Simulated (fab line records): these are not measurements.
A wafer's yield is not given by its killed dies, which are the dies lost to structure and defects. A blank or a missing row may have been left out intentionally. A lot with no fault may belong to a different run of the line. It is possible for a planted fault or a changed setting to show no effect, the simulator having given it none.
fab line records || flow sfq-line
[record] {"lots": 6, "wafers": 18, "last-day": 80}
route steps=325 shown I7@303 M8@311
lots that met no fault: from a run of the same line without faults
start-h: hours from the record's first day to the start of the lot's first wafer shown || wait-h: hours elapsed since this lot's preceding step || " unchanged from the row above || L1.1+2: a single row standing in for several wafers || - value missing, or start not given || * or withheld: withheld || < > ~ a bound
route shown NAME@n: names a module that has steps shown in the file, with the first one's number in the route || usual: the fault-free wafers' mean and standard deviation || same: alike in all rows || chamber/n: place in a boat || sites: the reading at each site || _std_site: standard deviation of those values || _edge_site: outer sites' mean less inner sites' || radius-mm: for every site, how far away it sits from the centre of the wafer || mask NAME#n: copy n || behind: the last tool/chamber to shape the wafer || hold: what put the lot on hold/how long, in hours/how the hold closed || device: which transistor (n, p or np) failed to switch || end of line: tests of these same wafers at the route's end || a step with no rows: only its recipe || killed: not the wafer's yield, but the dies lost to structure and defects at the first sort || map: shows each die of a wafer: x if killed, . if not, _ if none is there
set.NAME: the setting as run; set.NAME@STEP: as run at that earlier step || model.NAME: the simulator's own value behind a step, which no gauge read
lots at selected steps of the route; one table per step, one row per wafer
services: a tool's chamber out of use, with start hour (start-h, from the record's first day; less than 0 if before it), hours out, and reason
[[steps]]
[step SFQ_TRILAYER_I7_VIA_LITHO_EXPOSE_188]
[recipe] {"mask-id": "I7", "na": 0.6, "source-shape": "conventional", "sigma-outer": 0.65, "target-cd-nm": 1000, "dose-mj": 21.3}
[step SFQ_TRILAYER_I7_VIA_LITHO_PEB_190]
[recipe] {"peb-temp-c": 115, "peb-time-s": 60, "resist": "KrF"}
[step SFQ_TRILAYER_I7_VIA_LITHO_DEVELOP_189]
[recipe] {"time-s": 60, "resist": "KrF"}
[step SFQ_I7_OVL_MEAS_947]
[usual] {"I7_OVL": "-1/6.2"}
{"lot.wafer": "L936.1", "tool": "overlay-02", "chamber": "-", "start-h": 1706.07, "wait-h": 0.1, "I7_OVL[nm]": 4}
{"lot.wafer": "L936.5", "tool": "overlay-02", "chamber": "-", "start-h": 1706.07, "wait-h": 0.1, "I7_OVL[nm]": -4}
{"lot.wafer": "L936.6", "tool": "overlay-02", "chamber": "-", "start-h": 1706.07, "wait-h": 0.1, "I7_OVL[nm]": 8}
{"lot.wafer": "L940.3", "tool": "overlay-01", "chamber": "-", "start-h": 1733.68, "wait-h": 0.1, "I7_OVL[nm]": -10}
{"lot.wafer": "L940.5", "tool": "overlay-01", "chamber": "-", "start-h": 1733.68, "wait-h": 0.1, "I7_OVL[nm]": -7}
{"lot.wafer": "L940.6", "tool": "overlay-01", "chamber": "-", "start-h": 1733.68, "wait-h": 0.1, "I7_OVL[nm]": 4}
{"lot.wafer": "L941.2", "tool": "overlay-02", "chamber": "-", "start-h": 1742.08, "wait-h": 0.1, "I7_OVL[nm]": 0}
{"lot.wafer": "L941.4", "tool": "overlay-02", "chamber": "-", "start-h": 1742.08, "wait-h": 0.1, "I7_OVL[nm]": 2}
{"lot.wafer": "L941.6", "tool": "overlay-02", "chamber": "-", "start-h": 1742.08, "wait-h": 0.1, "I7_OVL[nm]": -4}
{"lot.wafer": "L949.1", "tool": "overlay-01", "chamber": "-", "start-h": 1790.24, "wait-h": 0.1, "I7_OVL[nm]": 7}
{"lot.wafer": "L949.3", "tool": "overlay-01", "chamber": "-", "start-h": 1790.24, "wait-h": 0.1, "I7_OVL[nm]": 10}
{"lot.wafer": "L949.5", "tool": "overlay-01", "chamber": "-", "start-h": 1790.24, "wait-h": 0.1, "I7_OVL[nm]": 3}
{"lot.wafer": "L951.1", "tool": "overlay-02", "chamber": "-", "start-h": 1801.04, "wait-h": 0.1, "I7_OVL[nm]": -1}
{"lot.wafer": "L951.2", "tool": "overlay-02", "chamber": "-", "start-h": 1801.04, "wait-h": 0.1, "I7_OVL[nm]": -1}
{"lot.wafer": "L951.4", "tool": "overlay-02", "chamber": "-", "start-h": 1801.04, "wait-h": 0.1, "I7_OVL[nm]": -6}
{"lot.wafer": "L955.3", "tool": "overlay-02", "chamber": "-", "start-h": 1817.98, "wait-h": 0.1, "I7_OVL[nm]": 0}
{"lot.wafer": "L955.4", "tool": "overlay-02", "chamber": "-", "start-h": 1817.98, "wait-h": 0.1, "I7_OVL[nm]": -6}
{"lot.wafer": "L955.5", "tool": "overlay-02", "chamber": "-", "start-h": 1817.98, "wait-h": 0.1, "I7_OVL[nm]": -4}
[step SFQ_TRILAYER_I7_VIA_BARC_OPEN_VIA_ETCH_260]
[recipe] {"mask-material": "PR", "chemistry": "O2", "target-depth-nm": 125, "target": "BARC", "source-w": 500, "bias-w": 80, "pressure-mtorr": 30, "time-s": 41.7}
[usual] {"drypump-motor-current-A": "5.7/0.35", "oes-product-au": "0.684/0.0044"}
{"lot.wafer": "L936.1", "tool": "rie-diel-01", "chamber": 1, "start-h": 1706.11, "wait-h": 0.0, "drypump-motor-current-A": 5.8, "oes-product-au": 0.690, "rf-hours-counter-h": 14}
{"lot.wafer": "L936.5", "tool": "rie-diel-01", "chamber": 3, "start-h": 1706.11, "wait-h": 0.0, "drypump-motor-current-A": 6.2, "oes-product-au": 0.686, "rf-hours-counter-h": "-"}
{"lot.wafer": "L936.6", "tool": "rie-diel-01", "chamber": 2, "start-h": 1706.11, "wait-h": 0.0, "drypump-motor-current-A": 5.8, "oes-product-au": 0.681, "rf-hours-counter-h": "-"}
{"lot.wafer": "L940.3", "tool": "rie-diel-02", "chamber": 0, "start-h": 1733.71, "wait-h": 0.0, "drypump-motor-current-A": 6.1, "oes-product-au": 0.687, "rf-hours-counter-h": 5}
{"lot.wafer": "L940.5", "tool": "rie-diel-02", "chamber": 0, "start-h": 1733.71, "wait-h": 0.0, "drypump-motor-current-A": 6.1, "oes-product-au": 0.685, "rf-hours-counter-h": "-"}
{"lot.wafer": "L940.6", "tool": "rie-diel-02", "chamber": 1, "start-h": 1733.71, "wait-h": 0.0, "drypump-motor-current-A": 5.4, "oes-product-au": 0.679, "rf-hours-counter-h": "-"}
{"lot.wafer": "L941.2", "tool": "rie-diel-01", "chamber": 3, "start-h": 1742.11, "wait-h": 0.0, "drypump-motor-current-A": 6.2, "oes-product-au": 0.685, "rf-hours-counter-h": 9}
{"lot.wafer": "L941.4", "tool": "rie-diel-01", "chamber": 1, "start-h": 1742.11, "wait-h": 0.0, "drypump-motor-current-A": 5.8, "oes-product-au": 0.685, "rf-hours-counter-h": "-"}
{"lot.wafer": "L941.6", "tool": "rie-diel-01", "chamber": 3, "start-h": 1742.11, "wait-h": 0.0, "drypump-motor-current-A": 6.2, "oes-product-au": 0.685, "rf-hours-counter-h": "-"}
{"lot.wafer": "L949.1", "tool": "rie-diel-02", "chamber": 0, "start-h": 1790.28, "wait-h": 0.0, "drypump-motor-current-A": 6.0, "oes-product-au": 0.681, "rf-hours-counter-h": 6}
{"lot.wafer": "L949.3", "tool": "rie-diel-02", "chamber": 1, "start-h": 1790.28, "wait-h": 0.0, "drypump-motor-current-A": 5.4, "oes-product-au": 0.686, "rf-hours-counter-h": 4}
{"lot.wafer": "L949.5", "tool": "rie-diel-02", "chamber": 0, "start-h": 1790.28, "wait-h": 0.0, "drypump-motor-current-A": 6.0, "oes-product-au": 0.683, "rf-hours-counter-h": "-"}
{"lot.wafer": "L951.1", "tool": "rie-diel-03", "chamber": 0, "start-h": 1801.08, "wait-h": 0.0, "drypump-motor-current-A": 4.8, "oes-product-au": 0.686, "rf-hours-counter-h": 2}
{"lot.wafer": "L951.2", "tool": "rie-diel-03", "chamber": 2, "start-h": 1801.08, "wait-h": 0.0, "drypump-motor-current-A": 5.7, "oes-product-au": 0.683, "rf-hours-counter-h": 14}
{"lot.wafer": "L951.4", "tool": "rie-diel-03", "chamber": 3, "start-h": 1801.08, "wait-h": 0.0, "drypump-motor-current-A": 5.9, "oes-product-au": 0.688, "rf-hours-counter-h": 9}
{"lot.wafer": "L955.3", "tool": "rie-diel-02", "chamber": 0, "start-h": 1818.01, "wait-h": 0.0, "drypump-motor-current-A": 6.1, "oes-product-au": 0.677, "rf-hours-counter-h": 6}
{"lot.wafer": "L955.4", "tool": "rie-diel-02", "chamber": 3, "start-h": 1818.01, "wait-h": 0.0, "drypump-motor-current-A": 5.8, "oes-product-au": 0.675, "rf-hours-counter-h": 11}
{"lot.wafer": "L955.5", "tool": "rie-diel-02", "chamber": 1, "start-h": 1818.01, "wait-h": 0.0, "drypump-motor-current-A": 5.4, "oes-product-au": 0.677, "rf-hours-counter-h": "-"}
[step SFQ_TRILAYER_I7_VIA_ETCH_VIA_ETCH_190]
[recipe] {"target": "SiO2", "stop-on": "Nb", "mask-material": "PR", "taper-deg": 20, "chemistry": "CHF3", "target-depth-nm": 260, "source-w": 500, "bias-w": 80, "pressure-mtorr": 30, "time-s": "withheld"}
[usual] {"drypump-motor-current-A": "5.7/0.35", "oes-product-au": "0.855/0.0056"}
{"lot.wafer": "L936.1", "tool": "rie-diel-01", "chamber": 1, "start-h": 1706.15, "wait-h": 0.0, "drypump-motor-current-A": 5.8, "oes-product-au": 0.844}
{"lot.wafer": "L936.5", "tool": "rie-diel-01", "chamber": 3, "start-h": 1706.15, "wait-h": 0.0, "drypump-motor-current-A": 6.2, "oes-product-au": 0.860}
{"lot.wafer": "L936.6", "tool": "rie-diel-01", "chamber": 2, "start-h": 1706.15, "wait-h": 0.0, "drypump-motor-current-A": 5.8, "oes-product-au": 0.852}
{"lot.wafer": "L940.3", "tool": "rie-diel-02", "chamber": 0, "start-h": 1733.75, "wait-h": 0.0, "drypump-motor-current-A": 6.1, "oes-product-au": 0.848}
{"lot.wafer": "L940.5", "tool": "rie-diel-02", "chamber": 0, "start-h": 1733.75, "wait-h": 0.0, "drypump-motor-current-A": 6.0, "oes-product-au": 0.848}
{"lot.wafer": "L940.6", "tool": "rie-diel-02", "chamber": 1, "start-h": 1733.75, "wait-h": 0.0, "drypump-motor-current-A": 5.4, "oes-product-au": 0.860}
{"lot.wafer": "L941.2", "tool": "rie-diel-01", "chamber": 3, "start-h": 1742.15, "wait-h": 0.0, "drypump-motor-current-A": 6.2, "oes-product-au": 0.855}
{"lot.wafer": "L941.4", "tool": "rie-diel-01", "chamber": 1, "start-h": 1742.15, "wait-h": 0.0, "drypump-motor-current-A": 5.8, "oes-product-au": 0.850}
{"lot.wafer": "L941.6", "tool": "rie-diel-01", "chamber": 3, "start-h": 1742.15, "wait-h": 0.0, "drypump-motor-current-A": 6.2, "oes-product-au": 0.848}
{"lot.wafer": "L949.1", "tool": "rie-diel-02", "chamber": 0, "start-h": 1790.32, "wait-h": 0.0, "drypump-motor-current-A": 6.1, "oes-product-au": 0.862}
{"lot.wafer": "L949.3", "tool": "rie-diel-02", "chamber": 1, "start-h": 1790.32, "wait-h": 0.0, "drypump-motor-current-A": 5.4, "oes-product-au": 0.855}
{"lot.wafer": "L949.5", "tool": "rie-diel-02", "chamber": 0, "start-h": 1790.32, "wait-h": 0.0, "drypump-motor-current-A": 6.1, "oes-product-au": 0.866}
{"lot.wafer": "L951.1", "tool": "rie-diel-03", "chamber": 0, "start-h": 1801.12, "wait-h": 0.0, "drypump-motor-current-A": 4.8, "oes-product-au": 0.858}
{"lot.wafer": "L951.2", "tool": "rie-diel-03", "chamber": 2, "start-h": 1801.12, "wait-h": 0.0, "drypump-motor-current-A": 5.7, "oes-product-au": 0.856}
{"lot.wafer": "L951.4", "tool": "rie-diel-03", "chamber": 3, "start-h": 1801.12, "wait-h": 0.0, "drypump-motor-current-A": 5.8, "oes-product-au": 0.857}
{"lot.wafer": "L955.3", "tool": "rie-diel-02", "chamber": 0, "start-h": 1818.05, "wait-h": 0.0, "drypump-motor-current-A": 6.1, "oes-product-au": 0.845}
{"lot.wafer": "L955.4", "tool": "rie-diel-02", "chamber": 3, "start-h": 1818.05, "wait-h": 0.0, "drypump-motor-current-A": 5.8, "oes-product-au": 0.851}
{"lot.wafer": "L955.5", "tool": "rie-diel-02", "chamber": 1, "start-h": 1818.05, "wait-h": 0.0, "drypump-motor-current-A": 5.5, "oes-product-au": 0.858}
[step SFQ_TRILAYER_I7_VIA_STRIP_STRIP_191]
[recipe] {"gas": "O2", "power-w": 200, "platen-temp-c": 40, "overash-fraction": 0.65, "chemistry": "O2", "pressure-mtorr": 50}
[usual] {"drypump-motor-current-A": "5.10/0.17", "oes-product-au": "1.004/0.011"}
{"lot.wafer": "L936.1", "tool": "rie-metal-04", "chamber": 0, "start-h": 1706.26, "wait-h": "-", "drypump-motor-current-A": 5.05, "oes-product-au": 1.004, "rf-hours-counter-h": 47}
{"lot.wafer": "L936.5", "tool": "rie-metal-04", "chamber": 0, "start-h": 1706.26, "wait-h": "-", "drypump-motor-current-A": 5.05, "oes-product-au": 1.001, "rf-hours-counter-h": "-"}
{"lot.wafer": "L936.6", "tool": "rie-metal-04", "chamber": 1, "start-h": 1706.26, "wait-h": "-", "drypump-motor-current-A": 4.87, "oes-product-au": 0.993, "rf-hours-counter-h": "-"}
{"lot.wafer": "L940.3", "tool": "rie-metal-04", "chamber": 1, "start-h": 1734.06, "wait-h": "-", "drypump-motor-current-A": 4.88, "oes-product-au": 0.991, "rf-hours-counter-h": "-"}
{"lot.wafer": "L940.5", "tool": "rie-metal-04", "chamber": 1, "start-h": 1734.06, "wait-h": "-", "drypump-motor-current-A": 4.88, "oes-product-au": 1.002, "rf-hours-counter-h": "-"}
{"lot.wafer": "L940.6", "tool": "rie-metal-04", "chamber": 0, "start-h": 1734.06, "wait-h": "-", "drypump-motor-current-A": 5.08, "oes-product-au": 1.012, "rf-hours-counter-h": "-"}
{"lot.wafer": "L941.2", "tool": "rie-metal-04", "chamber": 1, "start-h": 1742.26, "wait-h": "-", "drypump-motor-current-A": 4.80, "oes-product-au": 0.996, "rf-hours-counter-h": 69}
{"lot.wafer": "L941.4", "tool": "rie-metal-04", "chamber": 1, "start-h": 1742.26, "wait-h": "-", "drypump-motor-current-A": 4.81, "oes-product-au": 0.993, "rf-hours-counter-h": "-"}
{"lot.wafer": "L941.6", "tool": "rie-metal-04", "chamber": 1, "start-h": 1742.26, "wait-h": "-", "drypump-motor-current-A": 4.84, "oes-product-au": 1.002, "rf-hours-counter-h": "-"}
{"lot.wafer": "L949.1", "tool": "rie-metal-03", "chamber": 1, "start-h": 1790.43, "wait-h": "-", "drypump-motor-current-A": 5.44, "oes-product-au": 1.018, "rf-hours-counter-h": 40}
{"lot.wafer": "L949.3", "tool": "rie-metal-03", "chamber": 0, "start-h": 1790.43, "wait-h": "-", "drypump-motor-current-A": 5.30, "oes-product-au": 0.989, "rf-hours-counter-h": "-"}
{"lot.wafer": "L949.5", "tool": "rie-metal-03", "chamber": 0, "start-h": 1790.43, "wait-h": "-", "drypump-motor-current-A": 5.30, "oes-product-au": 0.976, "rf-hours-counter-h": "-"}
{"lot.wafer": "L951.1", "tool": "rie-metal-01", "chamber": 0, "start-h": 1801.23, "wait-h": "-", "drypump-motor-current-A": 5.08, "oes-product-au": 1.009, "rf-hours-counter-h": 97}
{"lot.wafer": "L951.2", "tool": "rie-metal-01", "chamber": 1, "start-h": 1801.23, "wait-h": "-", "drypump-motor-current-A": 5.17, "oes-product-au": 0.997, "rf-hours-counter-h": 76}
{"lot.wafer": "L951.4", "tool": "rie-metal-01", "chamber": 0, "start-h": 1801.23, "wait-h": "-", "drypump-motor-current-A": 5.08, "oes-product-au": 1.015, "rf-hours-counter-h": "-"}
{"lot.wafer": "L955.3", "tool": "rie-metal-04", "chamber": 1, "start-h": 1818.36, "wait-h": "-", "drypump-motor-current-A": 4.82, "oes-product-au": 0.998, "rf-hours-counter-h": "-"}
{"lot.wafer": "L955.4", "tool": "rie-metal-04", "chamber": 0, "start-h": 1818.36, "wait-h": "-", "drypump-motor-current-A": 5.08, "oes-product-au": 1.009, "rf-hours-counter-h": "-"}
{"lot.wafer": "L955.5", "tool": "rie-metal-04", "chamber": 0, "start-h": 1818.36, "wait-h": "-", "drypump-motor-current-A": 5.07, "oes-product-au": 1.007, "rf-hours-counter-h": "-"}
[step SFQ_TRILAYER_I7_VIA_STRIP_SOLV_CLEAN_192]
[recipe] {"chemistry": "NMP", "temp-c": 70, "time-s": 600}
[step SFQ_TRILAYER_M8_LITHO_LOR_COAT_197]
[recipe] {"resist": "lift-off", "spin-rpm": 3000}
[step SFQ_TRILAYER_M8_LITHO_LOR_BAKE_198]
[recipe] {"resist": "lift-off", "temp-c": "withheld", "time-s": "withheld"}
[step SFQ_TRILAYER_M8_LITHO_COAT_193]
[recipe] {"resist": "KrF", "spin-rpm": 3000, "resist-thk-nm": 600}
[step SFQ_TRILAYER_M8_LITHO_SOFTBAKE_199]
[recipe] {"temp-c": "withheld", "time-s": "withheld", "resist": "KrF"}
[step SFQ_TRILAYER_M8_LITHO_EXPOSE_194]
[recipe] {"mask-id": "M8", "na": 0.6, "source-shape": "conventional", "sigma-outer": 0.65, "target-cd-nm": 2000, "dose-mj": 14.4}
[usual] {"exposure-dose-mJ-cm2": "14.400/0.013", "focus-offset-nm": "0.0/0.47"}
{"lot.wafer": "L936.1", "tool": "krf-scanner-01", "chamber": 0, "start-h": 1827.27, "wait-h": "-", "mask": "M8#0", "exposure-dose-mJ-cm2": 14.407, "focus-offset-nm": -0.5}
{"lot.wafer": "L936.5", "tool": "krf-scanner-01", "chamber": 0, "start-h": 1827.27, "wait-h": "-", "mask": "M8#0", "exposure-dose-mJ-cm2": 14.404, "focus-offset-nm": 0.0}
{"lot.wafer": "L936.6", "tool": "krf-scanner-01", "chamber": 0, "start-h": 1827.27, "wait-h": "-", "mask": "M8#0", "exposure-dose-mJ-cm2": 14.420, "focus-offset-nm": 0.1}
{"lot.wafer": "L940.3", "tool": "krf-scanner-02", "chamber": "-", "start-h": 1852.79, "wait-h": "-", "mask": "M8#0", "exposure-dose-mJ-cm2": "-", "focus-offset-nm": "-"}
{"lot.wafer": "L940.5", "tool": "krf-scanner-02", "chamber": "-", "start-h": 1852.79, "wait-h": "-", "mask": "M8#0", "exposure-dose-mJ-cm2": "-", "focus-offset-nm": "-"}
{"lot.wafer": "L940.6", "tool": "krf-scanner-02", "chamber": "-", "start-h": 1852.79, "wait-h": "-", "mask": "M8#0", "exposure-dose-mJ-cm2": "-", "focus-offset-nm": "-"}
{"lot.wafer": "L941.2", "tool": "krf-scanner-02", "chamber": "-", "start-h": 1858.59, "wait-h": "-", "mask": "M8#0", "exposure-dose-mJ-cm2": "-", "focus-offset-nm": "-"}
{"lot.wafer": "L941.4", "tool": "krf-scanner-02", "chamber": "-", "start-h": 1858.59, "wait-h": "-", "mask": "M8#0", "exposure-dose-mJ-cm2": "-", "focus-offset-nm": "-"}
{"lot.wafer": "L941.6", "tool": "krf-scanner-02", "chamber": "-", "start-h": 1858.59, "wait-h": "-", "mask": "M8#0", "exposure-dose-mJ-cm2": "-", "focus-offset-nm": "-"}
{"lot.wafer": "L949.1", "tool": "krf-scanner-02", "chamber": 0, "start-h": 1885.99, "wait-h": "-", "mask": "M8#0", "exposure-dose-mJ-cm2": 14.408, "focus-offset-nm": -0.1}
{"lot.wafer": "L949.3", "tool": "krf-scanner-02", "chamber": 0, "start-h": 1885.99, "wait-h": "-", "mask": "M8#0", "exposure-dose-mJ-cm2": 14.378, "focus-offset-nm": -0.5}
{"lot.wafer": "L949.5", "tool": "krf-scanner-02", "chamber": 0, "start-h": 1885.99, "wait-h": "-", "mask": "M8#0", "exposure-dose-mJ-cm2": 14.399, "focus-offset-nm": -0.2}
{"lot.wafer": "L951.1", "tool": "krf-scanner-02", "chamber": 0, "start-h": 1895.59, "wait-h": "-", "mask": "M8#0", "exposure-dose-mJ-cm2": 14.404, "focus-offset-nm": 0.4}
{"lot.wafer": "L951.2", "tool": "krf-scanner-02", "chamber": 0, "start-h": 1895.59, "wait-h": "-", "mask": "M8#0", "exposure-dose-mJ-cm2": 14.384, "focus-offset-nm": -0.3}
{"lot.wafer": "L951.4", "tool": "krf-scanner-02", "chamber": 0, "start-h": 1895.59, "wait-h": "-", "mask": "M8#0", "exposure-dose-mJ-cm2": 14.401, "focus-offset-nm": -0.6}
{"lot.wafer": "L955.3", "tool": "krf-scanner-02", "chamber": 0, "start-h": 1909.19, "wait-h": "-", "mask": "M8#0", "exposure-dose-mJ-cm2": 14.406, "focus-offset-nm": 0.2}
{"lot.wafer": "L955.4", "tool": "krf-scanner-02", "chamber": 0, "start-h": 1909.19, "wait-h": "-", "mask": "M8#0", "exposure-dose-mJ-cm2": 14.412, "focus-offset-nm": -0.1}
{"lot.wafer": "L955.5", "tool": "krf-scanner-02", "chamber": 0, "start-h": 1909.19, "wait-h": "-", "mask": "M8#0", "exposure-dose-mJ-cm2": 14.387, "focus-offset-nm": 0.0}
[step SFQ_TRILAYER_M8_LITHO_PEB_196]
[recipe] {"peb-temp-c": 115, "peb-time-s": 60, "resist": "KrF"}
[[services]]
{"tool": "krf-scanner-02", "chamber": "-", "start-h": 1694.93, "hours": 4.4, "kind": "pm"}
{"tool": "rie-metal-01", "chamber": "-", "start-h": 1699.66, "hours": 4.3, "kind": "pm"}
{"tool": "krf-scanner-02", "chamber": "-", "start-h": 1706.50, "hours": 7.1, "kind": "repair"}
{"tool": "krf-scanner-02", "chamber": "-", "start-h": 1713.55, "hours": 3.6, "kind": "pm"}
{"tool": "rie-metal-01", "chamber": "-", "start-h": 1725.33, "hours": 2.6, "kind": "repair"}
{"tool": "rie-diel-01", "chamber": 2, "start-h": 1732.21, "hours": 17.9, "kind": "repair"}
{"tool": "rie-diel-02", "chamber": "-", "start-h": 1743.95, "hours": 1.2, "kind": "repair"}
{"tool": "krf-scanner-02", "chamber": "-", "start-h": 1745.33, "hours": 1.0, "kind": "repair"}
{"tool": "rie-diel-03", "chamber": "-", "start-h": 1746.75, "hours": 0.9, "kind": "repair"}
{"tool": "rie-diel-02", "chamber": 0, "start-h": 1755.62, "hours": 6.9, "kind": "repair"}
{"tool": "krf-scanner-02", "chamber": "-", "start-h": 1764.19, "hours": 1.0, "kind": "pm"}
{"tool": "rie-metal-04", "chamber": "-", "start-h": 1765.08, "hours": 0.7, "kind": "repair"}
{"tool": "rie-diel-03", "chamber": 0, "start-h": 1775.24, "hours": 4.0, "kind": "repair"}
{"tool": "rie-diel-02", "chamber": "-", "start-h": 1782.16, "hours": 7.8, "kind": "repair"}
{"tool": "krf-scanner-02", "chamber": "-", "start-h": 1784.88, "hours": 0.2, "kind": "repair"}
{"tool": "krf-scanner-02", "chamber": "-", "start-h": 1805.54, "hours": 0.8, "kind": "pm"}
{"tool": "rie-diel-03", "chamber": 3, "start-h": 1810.30, "hours": 9.6, "kind": "repair"}
{"tool": "rie-diel-01", "chamber": 3, "start-h": 1815.87, "hours": 2.1, "kind": "repair"}
{"tool": "rie-diel-03", "chamber": 0, "start-h": 1816.66, "hours": 1.7, "kind": "repair"}
{"tool": "krf-scanner-02", "chamber": "-", "start-h": 1818.16, "hours": 0.5, "kind": "repair"}
{"tool": "krf-scanner-02", "chamber": "-", "start-h": 1821.39, "hours": 1.3, "kind": "pm"}
{"tool": "krf-scanner-02", "chamber": "-", "start-h": 1840.59, "hours": 4.0, "kind": "pm"}
{"tool": "rie-diel-01", "chamber": 3, "start-h": 1877.12, "hours": 1.7, "kind": "repair"}
{"tool": "rie-diel-02", "chamber": 0, "start-h": 1889.54, "hours": 5.1, "kind": "repair"}
[[key]]
[first-sign] {"step": "SFQ_TRILAYER_M8_LITHO_EXPOSE_194", "reading": "tool-record", "direction": "missing"}
effect none on later readings
met-at SFQ_TRILAYER_M8_LITHO_EXPOSE_194
struck-wafers L940.3,L940.5,L940.6,L941.2,L941.4,L941.6
[fault] {"kind": "skipped-step-whole", "tool": "krf-scanner-02", "chamber": "-", "onset-h": 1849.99, "steps": "SFQ_TRILAYER_M8_LITHO_EXPOSE_194", "scope": "struck-lots-only"}
